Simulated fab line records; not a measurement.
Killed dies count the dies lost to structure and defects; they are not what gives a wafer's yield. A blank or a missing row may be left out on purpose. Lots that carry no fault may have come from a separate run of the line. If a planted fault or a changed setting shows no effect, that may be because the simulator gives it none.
Which tool was responsible? -- flow sky130 -- 11 lots, 33 wafers sampled, at 2 steps of a route of 708

## WHAT THE GAUGES SHOWED, per wafer
SKY_SD_N_CD_MEAS_07 targets a cd of 380 nm.
lot,measured,on,cdNm (nm)
L535,day 28 06:57,cdSem-02,380.5 381.4 380.1
L536,day 28 17:10,cdSem-01,382.3 381.2 381.8
L537,day 29 05:58,cdSem-02,377.3 376.2 376.4
L538,day 29 17:12,cdSem-02,374.1 375.5 377.0
L539,day 29 17:45,cdSem-01,379.5 383.1 381.9
L540,day 30 06:43,cdSem-02,382.2 382.5 381.2
L541,day 30 17:29,cdSem-02,378.9 380.8 378.6
L545,day 32 00:22,cdSem-02,- - -
L548,day 32 19:26,cdSem-01,375.4 377.7 376.5
L555,day 35 04:04,cdSem-02,379.5 381.5 380.7
L556,day 35 09:14,cdSem-01,377.5 379.5 378.2

## EACH LOT AND THE TOOL THAT RAN IT (in order: tool; ch and the chambers of the sampled wafers; start)
lot,SKY_SD_N_EXPOSE_04
L535,"ilineStepper-02 ch 0, day 27 17:44"
L536,"ilineStepper-02 ch 0, day 28 02:43"
L537,"ilineStepper-02 ch 0, day 28 16:49"
L538,"ilineStepper-01 ch 0, day 29 03:18"
L539,"ilineStepper-02 ch 0, day 29 03:32"
L540,"ilineStepper-01 ch 0, day 29 17:05"
L541,"ilineStepper-01 ch 0, day 30 04:06"
L545,"ilineStepper-01 ch 0, day 31 11:12"
L548,"ilineStepper-01 ch 0, day 32 06:32"
L555,"ilineStepper-01 ch 0, day 34 14:59"
L556,"ilineStepper-02 ch 0, day 34 20:21"
- SKY_SD_N_EXPOSE_04: exposes mask NSDM, target cd 380 nm.

## THE ANSWER, worked out from the rows above alone
Rule: the lots themselves supply what counts as usual. The widest of any qualifying gaps counts: lots, ordered by their means at a reading, are off when they make up no more than a third of the lots, leave a main group of 4 or more, and stand apart from it by 3 or more times the standard deviation of that group's means. A main group is skipped when, at the precision printed for the reading in the tables above, its means are all equal. Also off: a lot with no number at a reading for which 4 or more lots have one. Where the step has rows for the other lots, those lots are counted as sound.
Off at SKY_SD_N_CD_MEAS_07 (cdNm): L545. Without a number there: L545. Main group: mean 379.3 nm, sd 2.3.
A tool fits if, at a process step before that reading, it ran every lot that is off, and no sound lot after the first of them. Those tools and the gauges at SKY_SD_N_CD_MEAS_07 are tried in the same way. None of those tried fits.

## WHAT THE SIMULATOR HAD INSERTED
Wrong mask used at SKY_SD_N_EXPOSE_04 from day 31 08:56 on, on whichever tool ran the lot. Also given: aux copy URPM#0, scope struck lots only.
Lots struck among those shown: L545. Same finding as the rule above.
